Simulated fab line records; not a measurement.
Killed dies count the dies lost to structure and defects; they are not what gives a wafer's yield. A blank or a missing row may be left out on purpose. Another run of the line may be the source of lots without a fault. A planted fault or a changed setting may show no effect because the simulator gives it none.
fab line records | flow gf180mcu | part 2 of 2: steps 28 to 37 of 37
record lots=5 wafers=15 last-day=34
route steps=602 shown M5@531 V5@540 TOP_METAL@567
lots that met no fault: taken from a fault-free run of the same line
start-h: the number of hours between the record's first day and the start of the first shown wafer of the lot | wait-h: how many hours have passed since the lot's step before this one | " identical to the entry in the row above | L1.1+2: several wafers, shown together as one row | - no value present, or no start provided | * or withheld: withheld | < > ~ a bound
route shown NAME@n: a module of which the file shows steps, and the number in the route of the first | usual: mean and standard deviation over wafers with no fault | same: alike in all rows | chamber/n: place in a boat | sites: readings site by site | _std_site: how widely they spread, as a standard deviation | _edge_site: inner sites' mean taken away from outer sites' mean | radius-mm: for every site, how far away it sits from the centre of the wafer | mask NAME#n: copy n | behind: the last tool/chamber to shape the wafer | hold: why the lot went on hold/how many hours it stayed there/how the hold came to an end | device: the transistor (n, p or np) that didn't switch | end of line: the tests these same wafers got at the end of their route | a step without rows: its recipe alone | killed: dies that structure and defects cost at the first sort, which is not the same as the wafer's yield | map: shows each die of a wafer: x if killed, . if not, _ if none is there
set.NAME: setting as actually run; set.NAME@STEP: the setting as run at that earlier step | model.NAME: the simulator's own value behind a step, which no gauge read
a table for each step, a row for each wafer; lots at some steps of the route
services: the hour from which a tool's chamber was out of use, counted from the record's first day as start-h (under 0 if before that day), plus the number of hours and why
## steps
# step GF_V5_STRIP_18
# recipe chemistry=O2/N2 power-w=1400 pressure-mtorr=1500 platen-temp-c=250 o2-flow-sccm=3000 n2-flow-sccm=300 overash-fraction=0.5
# usual drypump-motor-current-A=5.7/0.61 heater-power-w=350/27 oes-product-au=0.569/0.0052
# columns lot.wafer tool chamber start-h wait-h drypump-motor-current-A heater-power-w oes-product-au rf-hours-counter-h
L077.1 plasma-asher-01 1 648.79 - 6.3 365 0.572 101
L077.2 " 0 " " 6.5 347 0.568 101
L077.4 " 0 " " 6.5 337 0.570 -
L081.3 plasma-asher-01 1 671.88 - 6.3 376 0.570 -
L081.5 " 0 " " 6.5 342 0.570 -
L081.6 " 1 " " 6.3 359 0.563 -
L082.2 plasma-asher-03 0 677.92 - 5.6 360 0.564 92
L082.3 " 1 " " 5.3 322 0.565 -
L082.6 " 1 " " 5.2 315 0.564 -
L087.1 plasma-asher-01 1 717.94 - 6.3 369 0.570 108
L087.2 " 0 " " 6.5 331 0.570 108
L087.4 " 0 " " 6.5 348 0.574 -
L093.1 plasma-asher-03 1 774.64 - 5.3 316 0.573 103
L093.3 " 1 " " 5.3 313 0.578 -
L093.6 " 0 " " 5.5 372 0.576 -
# step GF_V5_STRIP_19
# recipe chemistry=post-etch-residue-remover time-s=1200 temp-c=72.5
# columns lot.wafer tool chamber start-h wait-h
L077.1+2+4 wet-bench-02 0 648.89 0.1
L081.3+5+6 wet-bench-04 0 671.94 0.0
L082.2+3+6 wet-bench-04 0 678.02 0.1
L087.1+2+4 wet-bench-04 2 718.04 0.1
L093.1+3+6 wet-bench-04 1 774.74 0.1
# step GF_V5_CLEAN_20
# recipe chemistry=DIW dry=n2-spin
# columns lot.wafer tool chamber start-h wait-h
L077.1+2+4 wet-bench-03 3 649.57 0.0
L081.3+5+6 wet-bench-02 1 672.28 0.0
L082.2+3+6 wet-bench-04 1 678.40 0.0
L087.1+2+4 wet-bench-03 2 718.38 0.0
L093.1+3+6 wet-bench-02 1 775.15 0.0
# step GF_V5_SPUTTER_21
# recipe material=Ti target-thk-nm=15 chamber-pressure-pa=5 power-w=2500 substrate-temp-c=200 time-s=80.02
# usual throttle-valve-pct=29.9/1.2
# columns lot.wafer tool chamber start-h wait-h throttle-valve-pct
L077.1 pvd-sputter-04 - 649.67 0.0 30.1
L077.2 " - " " 30.7
L077.4 " - " " 32.0
L081.3 pvd-sputter-02 - 672.47 0.0 30.2
L081.5 " - " " 28.9
L081.6 " - " " 29.3
L082.2 pvd-sputter-02 - 678.49 0.0 28.9
L082.3 " - " " 29.5
L082.6 " - " " 27.5
L087.1 pvd-sputter-03 - 718.47 0.0 31.2
L087.2 " - " " 31.1
L087.4 " - " " 27.7
L093.1 pvd-sputter-03 - 775.24 0.0 31.4
L093.3 " - " " 30.9
L093.6 " - " " 31.3
# step GF_V5_SPUTTER_22
# recipe material=TiN target-thk-nm=10 chamber-pressure-pa=5 power-w=4000 time-s=40
# usual throttle-valve-pct=29.8/1.2
# columns lot.wafer tool chamber start-h wait-h throttle-valve-pct
L077.1 pvd-sputter-04 - 649.73 0.0 30.0
L077.2 " - " " 30.5
L077.4 " - " " 31.7
L081.3 pvd-sputter-02 - 672.53 0.0 30.3
L081.5 " - " " 28.8
L081.6 " - " " 29.4
L082.2 pvd-sputter-02 - 678.55 0.0 28.8
L082.3 " - " " 29.5
L082.6 " - " " 27.5
L087.1 pvd-sputter-03 - 718.53 0.0 31.5
L087.2 " - " " 31.0
L087.4 " - " " 27.7
L093.1 pvd-sputter-03 - 775.30 0.0 31.4
L093.3 " - " " 30.8
L093.6 " - " " 31.7
# step GF_V5_CVD_23
# recipe material=W target-thk-nm=350 time-s=104.9 temp-c=400 pressure-torr=40
# usual chamber-pressure-Torr=40.01/0.089 heater-power-w=914/70
# columns lot.wafer tool chamber start-h wait-h chamber-pressure-Torr heater-power-w
L077.1 cvd-w-02 0 649.77 0.0 40.16 977
L077.2 " 1 " " 40.08 875
L077.4 " 0 " " 40.16 1005
L081.3 cvd-w-02 1 672.60 0.1 39.93 854
L081.5 " 0 " " 40.00 1014
L081.6 " 1 " " 40.10 849
L082.2 cvd-w-01 0 678.59 0.0 39.93 983
L082.3 " 1 " " 40.06 839
L082.6 " 0 " " 40.05 931
L087.1 cvd-w-02 1 718.57 0.0 40.13 849
L087.2 " 0 " " 40.04 1014
L087.4 " 1 " " 40.01 879
L093.1 cvd-w-01 0 775.34 0.0 39.92 986
L093.3 " 1 " " 39.74 827
L093.6 " 0 " " 39.94 954
# step GF_V5_RS_MEAS_24
# recipe thk-meas-gauge=four-point-probe reads=W_of_V5_CVD_23+TiN_of_V5_SPUTTER_22+Ti_of_V5_SPUTTER_21
# usual V5_W_RS=0.326/0.0059
# columns lot.wafer tool chamber start-h wait-h V5_W_RS[ohm/sq]
L077.1 film-metro-02 - 649.88 0.1 0.325
L077.2 " - " " 0.314
L077.4 " - " " 0.322
L081.3 film-metro-02 - 672.72 0.1 0.316
L081.5 " - " " 0.320
L081.6 " - " " 0.315
L082.2 film-metro-02 - 678.72 0.1 0.333
L082.3 " - " " 0.332
L082.6 " - " " 0.328
L087.1 film-metro-01 - 718.69 0.1 0.319
L087.2 " - " " 0.327
L087.4 " - " " 0.319
L093.1 film-metro-02 - 775.45 0.1 0.332
L093.3 " - " " 0.327
L093.6 " - " " 0.329
# step GF_V5_THK_MEAS_25
# recipe thk-meas-gauge=xrf reads=W_of_V5_CVD_23
# usual V5_W_THK=356/6.7
# columns lot.wafer tool chamber start-h wait-h V5_W_THK[nm]
L077.1 film-metro-02 - 650.00 0.1 364
L077.2 " - " " 373
L077.4 " - " " 363
L081.3 film-metro-02 - 672.82 0.1 372
L081.5 " - " " 369
L081.6 " - " " 370
L082.2 film-metro-02 - 678.83 0.1 351
L082.3 " - " " 355
L082.6 " - " " 357
L087.1 film-metro-01 - 718.81 0.1 363
L087.2 " - " " 352
L087.4 " - " " 360
L093.1 film-metro-02 - 775.57 0.1 347
L093.3 " - " " 357
L093.6 " - " " 354
# step GF_V5_CMP_26
# recipe stop-on=SiO2 down-force-psi=3.5 platen-rpm=60 t-overpolish-s=15 target-thk-nm=0 pad-velocity-m-s=0.94248
# usual edge-zone-pressure-frac=1.000/0.0049 motor-current-A=10.6/1.5 overpolish-run-s=15.000/0.0095 time-to-endpoint-s=85/3.3
# columns lot.wafer tool chamber start-h wait-h edge-zone-pressure-frac motor-current-A overpolish-run-s time-to-endpoint-s
L077.4 cmp-01 0 650.11 0.1 0.985 8.8 15.000 88
L077.2 " 1 " " 0.993 10.0 15.004 88
L077.1 " 2 " " 0.997 12.4 15.003 88
L081.3 cmp-02 3 672.91 0.1 0.998 10.3 15.006 84
L081.6 " 2 " " 1.011 11.5 14.996 82
L081.5 " 3 " " 1.001 10.2 14.988 82
L082.3 cmp-01 1 678.88 0.0 0.999 10.5 14.989 89
L082.2 " 0 " " 0.997 8.6 15.007 84
L082.6 " 2 " " 0.997 12.7 15.010 89
L087.4 cmp-02 0 718.87 0.0 1.003 11.7 14.985 85
L087.2 " 1 " " 0.999 12.5 15.018 85
L087.1 " 2 " " 1.000 11.4 15.005 83
L093.1 cmp-01 3 775.68 0.1 0.996 9.2 15.013 87
L093.3 " 1 " " 1.002 10.7 15.002 84
L093.6 " 2 " " 0.994 12.4 14.993 80
# step GF_TOP_METAL_SPUTTER_00
# recipe material=Ti target-thk-nm=37.5 arriving-ion-energy-ev=80 substrate-temp-c=200 chamber-pressure-pa=2 power-w=4000 time-s=150
# usual throttle-valve-pct=30.0/1.3
# columns lot.wafer tool chamber start-h wait-h throttle-valve-pct
L077.1 pvd-sputter-03 - 650.36 0.1 31.4
L077.2 " - " " 29.8
L077.4 " - " " 27.8
L081.3 pvd-sputter-04 - 673.16 0.2 30.1
L081.5 " - " " 28.6
L081.6 " - " " 31.9
L082.2 pvd-sputter-04 - 679.18 0.1 29.0
L082.3 " - " " 31.6
L082.6 " - " " 29.9
L087.1 pvd-sputter-03 - 719.17 0.1 31.0
L087.2 " - " " 29.9
L087.4 " - " " 31.5
L093.1 pvd-sputter-01 - 775.93 0.2 29.6
L093.3 " - " " 27.8
L093.6 " - " " 27.3
## services
# columns tool chamber start-h hours kind
pvd-sputter-04 - 609.94 1.9 repair
krf-scanner-01 - 617.52 0.8 pm
cmp-02 - 622.92 2.2 repair
rie-diel-04 2 641.04 8.2 repair
cmp-01 - 664.24 4.9 pm
rie-diel-04 0 668.25 6.3 repair
krf-scanner-01 - 668.74 1.3 pm
cmp-01 - 682.03 1.9 repair
rie-diel-04 - 701.21 2.8 pm
cmp-02 - 701.34 6.6 repair
rie-diel-04 3 707.81 18.5 repair
krf-scanner-01 - 711.17 0.3 repair
krf-scanner-01 - 715.45 0.7 repair
pvd-sputter-04 - 717.91 1.9 repair
pvd-sputter-03 - 719.84 9.9 repair
krf-scanner-01 - 723.35 0.3 repair
rie-diel-04 2 726.75 6.3 repair
rie-diel-04 0 739.50 2.6 repair
pvd-sputter-02 - 742.11 1.8 repair
cmp-02 - 743.44 0.9 repair
cmp-01 - 744.23 4.0 pm
cmp-01 - 750.15 2.2 repair
cmp-01 - 761.41 1.0 repair
rie-diel-02 0 763.84 19.5 repair
